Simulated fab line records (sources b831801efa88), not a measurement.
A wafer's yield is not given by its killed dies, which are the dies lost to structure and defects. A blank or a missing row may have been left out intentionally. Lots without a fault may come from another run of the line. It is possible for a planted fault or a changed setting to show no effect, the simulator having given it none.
The tool behind it: which one? / flow sky130 / Sampling: 13 lots, 39 wafers, 2 of 708 route steps

== WHAT EACH GAUGE READ, for each wafer ==
SKY_SONOS_ONO_THK_MEAS_03.
lot=L135; measured=day 11 21:01; on=filmMetro-01; SONOS_ONO_CVD_02_THK (nm)=10.49 10.39 10.39
lot=L136; measured=day 12 04:45; on=filmMetro-02; SONOS_ONO_CVD_02_THK (nm)=10.48 10.43 10.47
lot=L137; measured=day 12 22:27; on=filmMetro-02; SONOS_ONO_CVD_02_THK (nm)=10.50 10.56 10.60
lot=L138; measured=day 13 15:37; on=filmMetro-03; SONOS_ONO_CVD_02_THK (nm)=10.65 10.56 10.60
lot=L139; measured=day 13 17:12; on=filmMetro-03; SONOS_ONO_CVD_02_THK (nm)=10.61 10.69 10.61
lot=L140; measured=day 13 21:36; on=filmMetro-01; SONOS_ONO_CVD_02_THK (nm)=10.60 10.59 10.69
lot=L142; measured=day 14 15:29; on=filmMetro-03; SONOS_ONO_CVD_02_THK (nm)=10.53 10.49 10.49
lot=L144; measured=day 15 00:44; on=filmMetro-02; SONOS_ONO_CVD_02_THK (nm)=10.61 10.68 10.68
lot=L147; measured=day 15 21:45; on=filmMetro-02; SONOS_ONO_CVD_02_THK (nm)=10.70 10.45 10.74
lot=L148; measured=day 16 12:10; on=filmMetro-01; SONOS_ONO_CVD_02_THK (nm)=10.60 10.60 10.65
lot=L155; measured=day 18 21:40; on=filmMetro-03; SONOS_ONO_CVD_02_THK (nm)=10.49 10.53 10.69
lot=L156; measured=day 19 01:57; on=filmMetro-03; SONOS_ONO_CVD_02_THK (nm)=10.28 10.35 10.32
lot=L157; measured=day 19 12:05; on=filmMetro-03; SONOS_ONO_CVD_02_THK (nm)=10.26 10.22 10.38

SKY_SONOS_ONO_CD_MEAS_13: target cd 410 nm.
lot=L135; measured=day 12 23:14; on=cdSem-02; cdNm (nm)=410.4 409.7 410.9
lot=L136; measured=day 13 07:17; on=cdSem-01; cdNm (nm)=412.6 414.2 413.2
lot=L137; measured=day 14 00:52; on=cdSem-02; cdNm (nm)=410.7 410.9 410.6
lot=L138; measured=day 14 17:50; on=cdSem-01; cdNm (nm)=410.2 410.0 412.1
lot=L139; measured=day 14 19:08; on=cdSem-02; cdNm (nm)=407.9 408.9 409.5
lot=L140; measured=day 15 00:19; on=cdSem-01; cdNm (nm)=409.6 408.8 407.0
lot=L142; measured=day 15 19:38; on=cdSem-02; cdNm (nm)=410.9 411.0 410.1
lot=L144; measured=day 16 05:34; on=cdSem-01; cdNm (nm)=407.2 409.4 411.7
lot=L147; measured=day 17 02:47; on=cdSem-01; cdNm (nm)=407.7 407.4 408.0
lot=L148; measured=day 17 17:05; on=cdSem-01; cdNm (nm)=410.1 411.5 412.1
lot=L155; measured=day 20 06:02; on=cdSem-01; cdNm (nm)=412.6 410.3 412.5
lot=L156; measured=day 20 10:11; on=cdSem-02; cdNm (nm)=412.2 412.8 413.2
lot=L157; measured=day 20 20:10; on=cdSem-02; cdNm (nm)=412.8 412.3 414.5

== WHAT TOOL EACH LOT RAN ON (gives the tool, then ch and the chambers of the sampled wafers, and finally the start) ==
Before these readings, the record contains no process step.

== WHAT THE TOOLS THEMSELVES READ (means of the sampled wafers that have a number; where no wafer has one, the mark that the record gives instead) ==
The record holds no such reading with a usual standard deviation.

== THE ANSWER, worked out from the rows above alone ==
Rule: the lots themselves supply what counts as usual. Put in order of their means at a reading, lots are off if they are a third of the lots or fewer, leave a main group of 4 or more, and stand apart from it by a gap of 3 or more times the standard deviation of the main group's means; of several such gaps the widest counts. A main group is skipped when, at the precision printed for the reading in the tables above, its means are all equal. A lot without any number at a reading at which 4 lots or more have one is off too. The other lots that the step has rows for count as sound. The gauges are gone through in route order, then the tools' own readings, and for those a lot's mean is taken as printed above. At the first step where some lot is off, the reading lying furthest off is the one used; lots without a number count as furthest.
None of the lots is off at any reading shown; this tells nothing.

== WHAT THE SIMULATOR HAD PUT IN ==
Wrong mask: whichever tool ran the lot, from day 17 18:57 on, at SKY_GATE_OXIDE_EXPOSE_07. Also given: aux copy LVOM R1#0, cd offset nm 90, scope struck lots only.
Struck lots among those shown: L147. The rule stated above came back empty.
